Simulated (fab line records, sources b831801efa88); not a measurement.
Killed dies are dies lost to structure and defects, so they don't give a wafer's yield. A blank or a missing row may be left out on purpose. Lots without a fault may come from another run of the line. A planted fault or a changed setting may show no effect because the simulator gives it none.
fab line records | flow gf180mcu | part 2 of 2: steps 27 to 37 of 37
record lots=5 wafers=15 last_day=33
route steps=602 shown HV_LDD@186
lots that met no fault: from a run of the same line without faults
start_h: hours from the record's first day to the start of the lot's first wafer shown | wait_h: hours since the lot's step before | " the same as in the row above | L1.1+2: a row that stands for several wafers | - no value, or no start given | * or withheld: withheld | < > ~ a bound
route shown NAME@n: a module of which the file shows steps, and the number in the route of the first | usual: mean/standard deviation of fault-free wafers | same: alike in all rows | chamber/n: place in a boat | sites: the reading at each site | _std_site: their standard deviation | _edge_site: outer sites' mean less inner sites' | radius_mm: how far each site lies from the wafer's centre | mask NAME#n: copy n | behind: the tool/chamber that last shaped the wafer | hold: why the lot was held/for how many hours/how that ended | device: the transistor (n, p or np) that didn't switch | end of line: the same wafers' tests at the end of the route | a step without rows: its recipe alone | killed: dies lost to structure and defects at the first sort, not the wafer's yield | map: a wafer's dies, x killed, . not, _ none there
set.NAME: the setting as run; set.NAME@STEP: as run at that earlier step | model.NAME: the simulator's own value behind a step, which no gauge read
lots at some steps of the route; a table a step, a row a wafer
services: from which hour (start_h, from the record's first day; less than 0 if before it) a tool's chamber was out of use, for how many hours, and why
## steps
# step GF_HV_LDD_IMPLANT_36
# recipe species=P energy_kev=60 dose_cm2=7.5e+12 tilt_deg=30 rotation_deg=270
# usual dose_ions_cm2=7.5e+12/7.4e+09 end_station_pressure_torr=5.04e-06/2.9e-07
# columns lot.wafer tool chamber start_h wait_h dose_ions_cm2 end_station_pressure_torr
L074.3 implanter-02 0 255.40 0.1 7.502e+12 5.04e-06
L074.5 " 0 " " 7.494e+12 5.23e-06
L074.6 " 0 " " 7.492e+12 4.95e-06
L075.1 implanter-01 0 261.19 0.1 7.497e+12 4.74e-06
L075.3 " 0 " " 7.503e+12 4.62e-06
L075.5 " 0 " " 7.502e+12 4.58e-06
L086.1 implanter-01 0 346.43 0.1 7.505e+12 5.04e-06
L086.3 " 0 " " 7.498e+12 5.26e-06
L086.5 " 0 " " 7.498e+12 4.48e-06
L091.1 implanter-02 0 379.48 0.1 7.496e+12 4.79e-06
L091.2 " 0 " " 7.496e+12 5.58e-06
L091.3 " 0 " " 7.502e+12 4.84e-06
L092.2 implanter-01 0 385.71 0.1 7.485e+12 4.96e-06
L092.4 " 0 " " 7.492e+12 5.04e-06
L092.5 " 0 " " 7.503e+12 4.96e-06
# step GF_HV_LDD_STRIP_37
# recipe chemistry=O2/N2 power_w=1400 pressure_mtorr=1500 platen_temp_c=250 o2_flow_sccm=3000 n2_flow_sccm=300 overash_fraction=0.5
# usual drypump_motor_current_A=5.7/0.54 heater_power_w=340/17 oes_product_au=0.716/0.0046 platen_temp_c=249.98/0.17 strip_time_to_endpoint_s=12.64/0.039
# columns lot.wafer tool chamber start_h wait_h drypump_motor_current_A heater_power_w oes_product_au platen_temp_c rf_hours_counter_h strip_time_to_endpoint_s
L074.3 plasma_asher-01 1 255.53 0.1 5.0 352 0.719 249.57 - 12.66
L074.5 " 0 " " 5.6 338 0.720 249.78 - 12.57
L074.6 " 1 " " 5.0 350 0.715 249.68 - 12.61
L075.1 plasma_asher-01 1 261.34 0.1 5.0 349 0.718 249.90 63 12.61
L075.3 " 0 " " 5.6 334 0.720 250.24 - 12.58
L075.5 " 1 " " 5.0 351 0.720 250.08 - 12.63
L086.1 plasma_asher-04 0 346.58 0.1 6.3 348 0.724 249.90 60 12.65
L086.3 " 0 " " 6.3 350 0.714 249.77 - 12.60
L086.5 " 0 " " 6.3 356 0.715 249.96 - 12.60
L091.1 plasma_asher-01 0 379.63 0.1 5.6 333 0.713 250.28 77 12.65
L091.2 " 1 " " 5.0 343 0.714 249.85 77 12.65
L091.3 " 1 " " 5.0 339 0.723 250.00 - 12.67
L092.2 plasma_asher-01 0 385.84 0.1 5.6 332 0.713 250.16 78 12.57
L092.4 " 1 " " 5.0 349 0.714 249.77 - 12.60
L092.5 " 1 " " 5.0 357 0.713 249.93 - 12.59
# step GF_HV_LDD_TW_MEAS_38
# usual HV_LDD_3_TW=1426/13
# columns lot.wafer tool chamber start_h wait_h HV_LDD_3_TW
L074.3 film_metro-01 - 255.62 0.1 1425
L074.5 " - " " 1422
L074.6 " - " " 1424
L075.1 film_metro-01 - 261.44 0.1 1421
L075.3 " - " " 1427
L075.5 " - " " 1430
L086.1 film_metro-04 - 346.68 0.1 1416
L086.3 " - " " 1416
L086.5 " - " " 1404
L091.1 film_metro-04 - 379.73 0.1 1408
L091.2 " - " " 1420
L091.3 " - " " 1415
L092.2 film_metro-02 - 385.95 0.1 1444
L092.4 " - " " 1437
L092.5 " - " " 1448
# step GF_HV_LDD_DEHYDRATE_39
# recipe temp_c=200 time_s=60
# columns lot.wafer tool chamber start_h wait_h
L074.3+5+6 litho_track-03 0 263.54 7.9
L075.1+3+5 litho_track-03 0 270.74 9.3
L086.1+3+5 litho_track-02 0 356.83 10.1
L091.1+2+3 litho_track-03 0 390.14 10.4
L092.2+4+5 litho_track-02 0 396.30 10.3
# step GF_HV_LDD_HMDS_40
# recipe prime_time_s=60 prime_temp_c=120
# columns lot.wafer tool chamber start_h wait_h
L074.3+5+6 litho_track-03 0 263.69 0.1
L075.1+3+5 litho_track-03 0 270.89 0.1
L086.1+3+5 litho_track-02 0 356.98 0.1
L091.1+2+3 litho_track-03 0 390.29 0.1
L092.2+4+5 litho_track-02 0 396.45 0.1
# step GF_HV_LDD_COAT_41
# recipe resist=NOVOLAK spin_rpm=3000 resist_thk_nm=982.6
# usual spin_speed_rpm=3000.0/2.1
# columns lot.wafer tool chamber start_h wait_h spin_speed_rpm
L074.3 litho_track-03 0 263.84 0.1 3000.5
L074.5 " 0 " " 3000.5
L074.6 " 0 " " 3001.1
L075.1 litho_track-03 0 271.04 0.1 2997.6
L075.3 " 0 " " 3001.6
L075.5 " 0 " " 3001.2
L086.1 litho_track-02 0 357.13 0.1 3004.8
L086.3 " 0 " " 2997.3
L086.5 " 0 " " 3001.6
L091.1 litho_track-03 0 390.44 0.1 3000.1
L091.2 " 0 " " 3000.8
L091.3 " 0 " " 2999.7
L092.2 litho_track-02 0 396.60 0.1 2999.7
L092.4 " 0 " " 3003.5
L092.5 " 0 " " 3004.8
# step GF_HV_LDD_SOFTBAKE_42
# recipe temp_c=90 time_s=60 resist=NOVOLAK
# columns lot.wafer tool chamber start_h wait_h
L074.3+5+6 litho_track-03 0 263.99 0.1
L075.1+3+5 litho_track-03 0 271.19 0.1
L086.1+3+5 litho_track-02 0 357.28 0.1
L091.1+2+3 litho_track-03 0 390.59 0.1
L092.2+4+5 litho_track-02 0 396.75 0.1
# step GF_HV_LDD_EXPOSE_43
# recipe mask_id=Pplus_HV_AREA target_cd_nm=400 na=0.6 source_shape=conventional sigma_outer=0.6 dose_mj=140
# usual exposure_dose_mJ_cm2=139.98/0.15 focus_offset_nm=0.1/0.55
# columns lot.wafer tool chamber start_h wait_h mask exposure_dose_mJ_cm2 focus_offset_nm
L074.3 iline_stepper-01 0 - - Pplus_HV_AREA#0 140.16 -0.4
L074.5 " 0 " " Pplus_HV_AREA#0 140.24 -0.4
L074.6 " 0 " " Pplus_HV_AREA#0 140.20 -0.1
L075.1 iline_stepper-02 0 - - Pplus_HV_AREA#0 140.13 0.3
L075.3 " 0 " " Pplus_HV_AREA#0 139.83 0.0
L075.5 " 0 " " Pplus_HV_AREA#0 139.83 0.1
L086.1 iline_stepper-01 0 - - Pplus_HV_AREA#0 139.78 -0.2
L086.3 " 0 " " Pplus_HV_AREA#0 140.00 0.2
L086.5 " 0 " " Pplus_HV_AREA#0 139.70 -0.1
L091.1 iline_stepper-02 0 - - Pplus_HV_AREA#0 139.83 0.7
L091.2 " 0 " " Pplus_HV_AREA#0 140.07 0.3
L091.3 " 0 " " Pplus_HV_AREA#0 140.10 -0.2
L092.2 iline_stepper-01 0 - - Pplus_HV_AREA#0 140.06 0.2
L092.4 " 0 " " Pplus_HV_AREA#0 140.05 -0.2
L092.5 " 0 " " Pplus_HV_AREA#0 140.10 0.1
# step GF_HV_LDD_PEB_44
# recipe temp_c=withheld time_s=* resist=NOVOLAK
# columns lot.wafer tool chamber start_h wait_h
L074.3+5+6 litho_track-03 0 - -
L075.1+3+5 litho_track-01 0 - -
L086.1+3+5 litho_track-01 0 - -
L091.1+2+3 litho_track-01 0 - -
L092.2+4+5 litho_track-01 0 - -
# step GF_HV_LDD_DEVELOP_45
# recipe develop_time_s=60 dev_temp_c=23
# columns lot.wafer tool chamber start_h wait_h
L074.3+5+6 litho_track-03 0 273.04 0.1
L075.1+3+5 litho_track-01 0 280.18 0.1
L086.1+3+5 litho_track-01 0 367.68 0.1
L091.1+2+3 litho_track-01 0 401.68 0.1
L092.2+4+5 litho_track-01 0 408.06 0.1
# step GF_HV_LDD_CD_MEAS_46
# recipe target_cd_nm=400
# usual cd_nm=400.7/2
# columns lot.wafer tool chamber start_h wait_h cd_nm
L074.3 cd_sem-01 - 273.18 0.1 400.9
L074.5 " - " " 401.1
L074.6 " - " " 403.6
L075.1 cd_sem-02 - 280.33 0.1 399.4
L075.3 " - " " 396.1
L075.5 " - " " 398.4
L086.1 cd_sem-01 - 367.83 0.1 400.9
L086.3 " - " " 399.8
L086.5 " - " " 401.1
L091.1 cd_sem-01 - 401.83 0.1 399.8
L091.2 " - " " 398.8
L091.3 " - " " 399.4
L092.2 cd_sem-01 - 408.20 0.1 400.4
L092.4 " - " " 397.7
L092.5 " - " " 400.4
## services
# columns tool chamber start_h hours kind
implanter-02 - 196.10 10.0 pm
implanter-03 - 213.20 2.3 repair
plasma_asher-01 - 227.02 2.8 pm
iline_stepper-01 0 242.80 - calibration
iline_stepper-02 - 244.91 4.6 repair
iline_stepper-02 - 249.51 1.7 pm
implanter-03 - 261.13 3.5 repair
implanter-01 - 263.08 1.9 repair
plasma_asher-02 - 268.61 14.6 pm
litho_track-02 - 284.55 - consumable_replace:filter
plasma_asher-02 - 290.23 1.8 repair
implanter-01 - 306.92 5.0 repair
iline_stepper-02 0 316.51 - calibration
implanter-03 - 340.21 5.6 repair
plasma_asher-02 - 345.25 38.7 pm
implanter-01 - 346.66 2.0 repair
implanter-02 - 349.62 1.3 repair
iline_stepper-01 - 363.84 2.1 pm
iline_stepper-01 - 365.92 - consumable_replace:lamp
implanter-03 - 381.12 1.7 repair
iline_stepper-02 - 385.26 2.8 repair
implanter-03 - 398.68 20.9 pm
